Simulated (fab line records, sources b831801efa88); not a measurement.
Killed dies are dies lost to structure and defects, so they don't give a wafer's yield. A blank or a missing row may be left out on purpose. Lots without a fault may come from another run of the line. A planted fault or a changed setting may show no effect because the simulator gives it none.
A struck lot beside a sound one | flow sky130 | 36 steps out of a route of 708
Sound: wafers L365.3, L365.5, L365.6. Struck: wafer L357.6. (L357.2, L357.5 of the same lot were not struck and are left out.) The cause comes at the end.
At each step with rows: each side's tool, then ch and its chambers, then its first start. Under that, the readings that differ: sound wafers | struck wafers | difference of the means | sigmas: that difference in standard deviations of wafers without a fault.
alike: readings whose means differ by less than 2 such deviations, and words and numbers that are the same on both sides. not compared: withheld readings, readings that some wafer has no value for, bounds like >300 that may hide the same value, and numbers for which the record gives no deviation and whose values overlap.
The two part at a step that has a row with sigmas, a row that says differs or no value, or rows on one side only. Numbers that don't overlap but have no deviation are shown without sigmas and don't part them. A reading that every wafer of one side lacks parts them only if that side has two wafers or more.

first, 11 steps without rows for these wafers: SKY_VIA4_COAT_06 (resist thk 1140 nm); SKY_VIA4_SOFTBAKE_07 (time 60 s); SKY_VIA4_EXPOSE_08 (exposes mask VIM4, target cd 800 nm); SKY_VIA4_PEB_09; SKY_VIA4_DEVELOP_10 (develop time 60 s); SKY_VIA4_ETCH_12 (etches SiO2 in C4F8/O2/Ar, stops on TiN, target depth 580 nm); SKY_VIA4_STRIP_13 (strips in O2/N2); SKY_VIA4_STRIP_14 (strips in post etch residue remover, time 1200 s); SKY_VIA4_CLEAN_15 (cleans in IPA, time 180 s); SKY_VIA4_CLEAN_16 (cleans in O3/DIW); SKY_VIA4_SPUTTER_17 (material TiN, target thk 20 nm, time 80 s).
SKY_VIA4_CVD_18: deposits W, target thk 505 nm, time 152.14 s.
  sound on cvd_w-02 ch 0,1, day 47 21:25; struck on cvd_w-01 ch 1, day 45 12:08
  alike: heater_power_w
then, 23 steps without rows for these wafers: SKY_VIA4_CMP_21 (polishes, stops on SiO2, t overpolish 25 s, target thk 0 nm); SKY_METAL5_SPUTTER_00 (material Ti, target thk 15 nm, time 10 s); SKY_METAL5_SPUTTER_01 (material TiN, target thk 20 nm, time 16.7 s); SKY_METAL5_SPUTTER_02 (material AlCu, target thk 1150 nm, time 61.2 s); SKY_METAL5_SPUTTER_03 (material Ti, target thk 5 nm, time 3.3 s); SKY_METAL5_SPUTTER_04 (material TiN, target thk 70 nm, time 58.3 s); SKY_METAL5_DEHYDRATE_07 (time 60 s); SKY_METAL5_HMDS_08 (prime time 60 s); SKY_METAL5_COAT_09 (resist thk 1800 nm); SKY_METAL5_SOFTBAKE_10 (time 60 s); SKY_METAL5_EXPOSE_11 (exposes mask MM5, target cd 1600 nm); SKY_METAL5_PEB_12; SKY_METAL5_DEVELOP_13 (develop time 60 s); SKY_METAL5_DESCUM_14 (chemistry O2, time 11 s); SKY_METAL5_METAL_ETCH_15 (etches the open film in Cl2/BCl3, stops on SiO2, target depth 1260 nm, time 252 s); SKY_METAL5_STRIP_16 (strips in O2/N2); SKY_METAL5_STRIP_17 (strips in post etch residue remover, time 1200 s); SKY_METAL5_CLEAN_18 (cleans in IPA, time 180 s); SKY_METAL5_CLEAN_19 (cleans in O3/DIW); SKY_PASSIVATION_CVD_00 (deposits SiO2, target thk 90 nm); SKY_PASSIVATION_CVD_02 (deposits Si3N4, target thk 540 nm); SKY_PASSIVATION_DEHYDRATE_04 (time 60 s); SKY_PASSIVATION_HMDS_05 (prime time 60 s).
-- the record jumps here: 3 days lie between the struck wafers' starts before and after (it left off in module PASSIVATION and takes up again in module PAD_OPEN, whose first step shown is number 708 of the route) --
SKY_PAD_OPEN_PROBE_99:
  sound on prober-02, day 50 06:06; struck on prober-01, day 48 03:48
  reading                               | sound             | struck                   | difference                   | sigmas
  hold                                  | - - -             | await_dispo/2.6h/release | no value on the sound wafers |
  defect_limited_yield (%)              | 82.7 83.7 83.7    | 67.1                     | -16.3                        | -9
  killed_at_M4_up                       | 5 3 0             | 78                       | +75                          | +47
  killed_at_front_end                   | 13 16 15          | 25                       | +10                          | +2
  killed_dies                           | 85 80 80          | 162                      | +80                          | +9
  sort_bin_3_pad_short (%)              | 1.2 0.8 0.6       | 6.9                      | +6.0                         | +12
  sort_bin_5_function (%)               | 11.4 10.2 7.9     | 18.1                     | +8.3                         | +5
  sort_n_pass                           | 407 412 412       | 330                      | -80                          | -9
  sort_yield_pct (%)                    | 82.7 83.7 83.7    | 67.1                     | -16.3                        | -9
  model.etest.tester.sort_n_pass        | 407 412 412       | 330                      | -80                          |
  model.etest.tester.sort_yield_pct (%) | 82.72 83.74 83.74 | 67.07                    | -16.33                       |
  model.etest.tester.sort_bin_5_pct (%) | 11.38 10.16 7.927 | 18.09                    | +8.27                        |
  model.etest.tester.sort_bin_3_pct (%) | 1.22 0.813 0.6098 | 6.911                    | +6.030                       |
  alike: killed_at_M0_to_M3, killed_at_contacts, killed_at_other, killed_open, killed_short, sort_bin_6_memory

WHERE THEY PART
Only at SKY_PAD_OPEN_PROBE_99, within this record.

WHY: what the simulator had put in
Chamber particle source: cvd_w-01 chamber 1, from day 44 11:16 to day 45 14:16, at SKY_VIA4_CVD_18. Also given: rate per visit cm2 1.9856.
